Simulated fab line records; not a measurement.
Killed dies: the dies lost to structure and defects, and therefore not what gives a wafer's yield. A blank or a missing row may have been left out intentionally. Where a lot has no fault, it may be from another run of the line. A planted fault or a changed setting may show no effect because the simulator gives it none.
What tool caused it?	flow sky130	10 lots with 30 wafers sampled at 5 steps, on a route of 708 steps

## WHAT EACH GAUGE READ, for each wafer
SKY_POLY_GATE_OVL_MEAS_14. Usual: POLY_GATE_OVL typically reads 0 nm, with standard deviation 5.7.
lot	measured	on	POLY_GATE_OVL (nm)	flag
L505	day 16 10:05	overlay-02	5 -2 9	
L508	day 17 10:20	overlay-01	3 5 -2	
L509	day 17 17:11	overlay-02	0 3 5	
L510	day 18 21:23	overlay-02	-1 -5 1	
L511	day 18 22:06	overlay-01	-9 0 -12	
L520	day 22 02:05	overlay-02	1 5 5	
L521	day 22 08:40	overlay-02	-6 -9 -2	
L524	day 23 09:08	overlay-02	1 7 6	
L527	day 24 15:42	overlay-02	-5 -9 4	
L528	day 25 01:25	overlay-02	0 7 4	

SKY_METAL2_RS_MEAS_05: measurement is done with a four-point probe. Usual: METAL2_ALCU_RS typically reads 0.1271 ohm/sq, with standard deviation 0.0011.
lot	measured	on	METAL2_ALCU_RS (ohm/sq)	flag
L505	day 33 23:16	film_metro-04	0.1259 0.1262 0.1258	
L508	day 35 01:34	film_metro-01	0.1269 0.1292 0.1270	
L509	day 35 05:06	film_metro-01	0.1275 0.1258 0.1267	
L510	day 36 06:41	film_metro-02	0.1269 0.1267 0.1255	
L511	day 36 10:05	film_metro-02	0.1268 0.1248 0.1271	
L520	day 38 23:25	film_metro-02	0.1121 0.1267 0.1115	OFF
L521	day 39 01:27	film_metro-02	0.1260 0.1103 0.1253	OFF
L524	day 39 23:23	film_metro-04	0.1272 0.1282 0.1279	
L527	day 41 00:58	film_metro-04	0.1262 0.1267 0.1269	
L528	day 41 04:32	film_metro-02	0.1262 0.1285 0.1263	

SKY_METAL2_THK_MEAS_06: measures by xrf. Usual: METAL2_ALCU_THK typically reads 248.6 nm, with standard deviation 2.5.
lot	measured	on	METAL2_ALCU_THK (nm)	flag
L505	day 33 23:22	film_metro-04	249.8 249.9 253.6	
L508	day 35 01:41	film_metro-01	249.2 247.5 250.6	
L509	day 35 05:13	film_metro-01	248.7 252.8 249.7	
L510	day 36 06:49	film_metro-02	248.5 248.9 250.2	
L511	day 36 10:11	film_metro-02	248.9 252.8 250.6	
L520	day 38 23:32	film_metro-02	271.3 247.6 273.1	OFF
L521	day 39 01:34	film_metro-02	249.2 274.5 253.0	OFF
L524	day 39 23:31	film_metro-04	250.6 249.1 249.5	
L527	day 41 01:04	film_metro-04	248.8 250.3 249.2	
L528	day 41 04:38	film_metro-02	246.9 243.2 249.8	

## WHAT TOOL EACH LOT RAN ON (gives the tool, then ch and the chambers of the sampled wafers, and finally the start)
lot	SKY_VIA1_ETCH_14	SKY_METAL2_SPUTTER_02
L505	rie_diel-02 ch 0,1, day 33 21:41	pvd_sputter-04, day 33 23:05
L508	rie_diel-02 ch 0,2,3, day 35 00:07	pvd_sputter-03, day 35 01:29
L509	rie_diel-04 ch 0,1, day 35 03:38	pvd_sputter-03, day 35 05:01
L510	rie_diel-04 ch 0,1, day 36 05:14	pvd_sputter-04, day 36 06:36
L511	rie_diel-04 ch 0,1, day 36 08:37	pvd_sputter-04, day 36 09:58
L520	rie_diel-04 ch 0,1,2, day 38 21:58	pvd_sputter-04, day 38 23:19
L521	rie_diel-04 ch 0,2,3, day 38 23:59	pvd_sputter-04, day 39 01:22
L524	rie_diel-02 ch 1,2,3, day 39 21:56	pvd_sputter-01, day 39 23:18
L527	rie_diel-04 ch 0,1, day 40 23:28	pvd_sputter-03, day 41 00:49
L528	rie_diel-03 ch 0,1,3, day 41 03:01	pvd_sputter-03, day 41 04:25
- SKY_VIA1_ETCH_14: etches BARC in N2/H2, stops on SiO2, time 45.9 s, target depth 60 nm.
- SKY_METAL2_SPUTTER_02: material AlCu, target thk 250 nm, time 13.3 s.

## WHAT THE TOOLS THEMSELVES READ (means of the sampled wafers that have a number; where no wafer has one, the mark that the record gives instead)
SKY_VIA1_ETCH_14. Usual: drypump_motor_current_A 5.7 A, standard deviation 0.41; oes_product_au 0.854 a.u., standard deviation 0.0046; throttle_valve_pct 13.224 %, standard deviation 0.0086.
lot	tool	drypump_motor_current_A (A)	oes_product_au (a.u.)	throttle_valve_pct (%)	flag
L505	rie_diel-02	5.5	0.852	13.230	
L508	rie_diel-02	5.5	0.854	13.221	
L509	rie_diel-04	5.5	0.855	13.226	
L510	rie_diel-04	5.5	0.856	13.230	
L511	rie_diel-04	5.5	0.853	13.232	
L520	rie_diel-04	5.7	0.849	13.226	
L521	rie_diel-04	5.9	0.853	13.217	
L524	rie_diel-02	5.9	0.852	13.228	
L527	rie_diel-04	5.5	0.858	13.226	
L528	rie_diel-03	5.8	0.854	13.217	

SKY_METAL2_SPUTTER_02. Usual: chamber_pressure_pa 0.4002 Pa, standard deviation 0.00089; throttle_valve_pct 29.8 %, standard deviation 0.73.
lot	tool	chamber_pressure_pa (Pa)	throttle_valve_pct (%)	flag
L505	pvd_sputter-04	0.4001	30.2	
L508	pvd_sputter-03	0.3999	29.5	
L509	pvd_sputter-03	0.4002	29.1	
L510	pvd_sputter-04	0.4010	30.5	
L511	pvd_sputter-04	0.4002	29.4	
L520	pvd_sputter-04	0.2774	37.8	OFF
L521	pvd_sputter-04	0.3384	33.8	OFF
L524	pvd_sputter-01	0.4003	30.5	
L527	pvd_sputter-03	0.3999	29.7	
L528	pvd_sputter-03	0.4000	29.4	

## THE ANSWER, worked out from the rows above alone
Rule: a lot is off if the mean of its wafers that have a number lies more than 3 standard deviations from the usual mean. A lot without any number at a reading at which 4 lots or more have one is off too. The other lots that the step has rows for count as sound. Order of review: gauges by route order, followed by the tools' own readings, for which a lot's mean as printed above is used. The first step at which some lot is off is used, and at that step the reading that is off furthest; a lot without a number counts as furthest.
Off: at SKY_METAL2_RS_MEAS_05 (METAL2_ALCU_RS), L520, L521.
A tool fits if, at a process step before that reading, it ran every lot that is off, and no sound lot after the first of them. Not tried: the gauges at SKY_METAL2_RS_MEAS_05; whatever is off there is also off at SKY_METAL2_SPUTTER_02, on other tools, and gauge error can't account for it. One candidate fits, namely pvd_sputter-04 at SKY_METAL2_SPUTTER_02. A fault onset in the window from L511 (day 36 09:58, its last sound lot) to L520 (day 38 23:19, its first lot off) fits.
The tool's own readings at SKY_METAL2_SPUTTER_02 bear it out: on the lots that are off they differ by more than 5 times the standard deviation of the sound lots' means. chamber_pressure_pa reads 0.3079 Pa there against 0.4002 Pa on the sound lots; throttle_valve_pct reads 35.8 % there against 29.8 % on the sound lots.

## WHAT WAS PUT IN BY THE SIMULATOR
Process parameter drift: pvd_sputter-04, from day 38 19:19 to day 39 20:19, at SKY_METAL2_SPUTTER_02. The setting chamber_pressure_pa was moved by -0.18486, starting from 0.4. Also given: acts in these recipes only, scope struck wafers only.
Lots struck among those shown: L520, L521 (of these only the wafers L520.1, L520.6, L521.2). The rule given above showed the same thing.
